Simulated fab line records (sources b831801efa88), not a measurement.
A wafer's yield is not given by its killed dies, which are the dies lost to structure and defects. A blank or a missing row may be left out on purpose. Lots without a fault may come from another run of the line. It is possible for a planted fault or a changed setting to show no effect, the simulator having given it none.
Struck lot and sound lot, side by side	flow sky130	23 out of 708 route steps
Sound: wafers L690.2, L690.4, L690.6. Wafers struck: L697.2, L697.3, L697.4. The cause comes at the end.
For every step that has rows: the tool of each side, followed by ch and its chambers, followed by its first start. Under that, the readings that differ: sound wafers	struck wafers	difference of the means	sigmas: that difference in standard deviations of wafers without a fault.
alike: readings with means less than 2 such deviations apart, plus words and numbers identical on both sides. not compared: withheld readings, readings lacking a value on some wafer, bounds such as >300 that could conceal the same value, and numbers that have no deviation in the record and whose values overlap.
Wherever a step has rows on one side only, a row that says differs or no value, or a row with sigmas, the two part there. Non-overlapping numbers with no deviation appear without sigmas and do not part them. A reading that every wafer of one side lacks parts them only if that side has two wafers or more.

first, 8 steps without rows for these wafers: SKY_RES_XHIGH_DEHYDRATE_00 (time 60 s); SKY_RES_XHIGH_HMDS_01 (prime time 60 s); SKY_RES_XHIGH_COAT_02 (resist thk 1140 nm); SKY_RES_XHIGH_SOFTBAKE_03 (time 60 s); SKY_RES_XHIGH_EXPOSE_04 (exposes mask URPM, target cd 1270 nm); SKY_RES_XHIGH_PEB_05; SKY_RES_XHIGH_DEVELOP_06 (develop time 60 s); SKY_RES_XHIGH_IMPLANT_07.
SKY_RES_XHIGH_STRIP_08: strips in O2/N2.
  sound on plasma-asher-04 ch 0, day 26 19:22; struck on plasma-asher-02 ch 0,1, day 29 23:04
  alike: drypump-motor-current-A, oes-product-au, strip-time-to-endpoint-s
  not compared: rf-hours-counter-h
SKY_RES_XHIGH_TW_MEAS_09:
  sound on film-metro-02 at day 26 19:28; struck on film-metro-02 at day 29 23:11
  alike: RES_XHIGH_TW
then, 2 steps without rows for these wafers: SKY_SD_N_DEHYDRATE_00 (time 60 s); SKY_SD_N_HMDS_01 (prime time 60 s).
SKY_SD_N_COAT_02: resist thk 1140 nm.
  sound on litho-track-04 ch 0, day 27 10:26; struck on litho-track-04 ch 0, day 30 12:29
reading	sound	struck	difference	sigmas
model.NOVOLAK_of_SD_N_COAT_02.thk-nm (nm)	1141 1139 1139	553.6 555 553.3	-585.7	
then, 3 steps without rows for these wafers: SKY_SD_N_SOFTBAKE_03 (time 60 s); SKY_SD_N_EXPOSE_04 (exposes mask NSDM, target cd 380 nm); SKY_SD_N_PEB_05.
SKY_SD_N_DEVELOP_06: develop time 60 s.
  sound on litho-track-02 ch 0, day 28 00:50; struck on litho-track-04 ch 0, day 31 02:38
reading	sound	struck	difference	sigmas
model.NOVOLAK_of_SD_N_COAT_02.thk-nm (nm)	1141 1138 1139	553.2 554.5 552.8	-585.8	
SKY_SD_N_CD_MEAS_07 targets a cd of 380 nm.
  sound on cd-sem-01 at day 28 00:59; struck on cd-sem-01 at day 31 02:47
reading	sound	struck	difference	sigmas
cd-nm (nm)	383.0 381.1 381.9	460.8 463.2 461.0	+79.7	+32
SKY_SD_N_OVL_MEAS_08:
  sound on overlay-01 at day 28 01:05; struck on overlay-01 at day 31 02:53
  alike: SD_N_OVL
then, 2 steps without rows for these wafers: SKY_SD_N_IMPLANT_09; SKY_SD_N_IMPLANT_10.
SKY_SD_N_STRIP_11: strips in O2/N2.
  sound on plasma-asher-03 ch 0,1, day 28 01:34; struck on plasma-asher-02 ch 0,1, day 31 03:13
reading	sound	struck	difference	sigmas
oes-product-au (a.u.)	0.527 0.525 0.527	0.437 0.449 0.445	-0.083	-21
strip-time-to-endpoint-s (s)	22.57 22.55 22.51	15.90 15.89 15.88	-6.65	-99 or more
  alike: drypump-motor-current-A
  not compared: rf-hours-counter-h
SKY_SD_N_TW_MEAS_12:
  sound on film-metro-04 at day 28 01:41; struck on film-metro-04 at day 31 03:20
reading	sound	struck	difference	sigmas
SD_N_TW	3973 3967 3978	3862 3842 3856	-119	-3

== WHERE THEY PART ==
First at SKY_SD_N_CD_MEAS_07; last, within this record, at SKY_SD_N_TW_MEAS_12.

WHY: whatever the simulator had introduced
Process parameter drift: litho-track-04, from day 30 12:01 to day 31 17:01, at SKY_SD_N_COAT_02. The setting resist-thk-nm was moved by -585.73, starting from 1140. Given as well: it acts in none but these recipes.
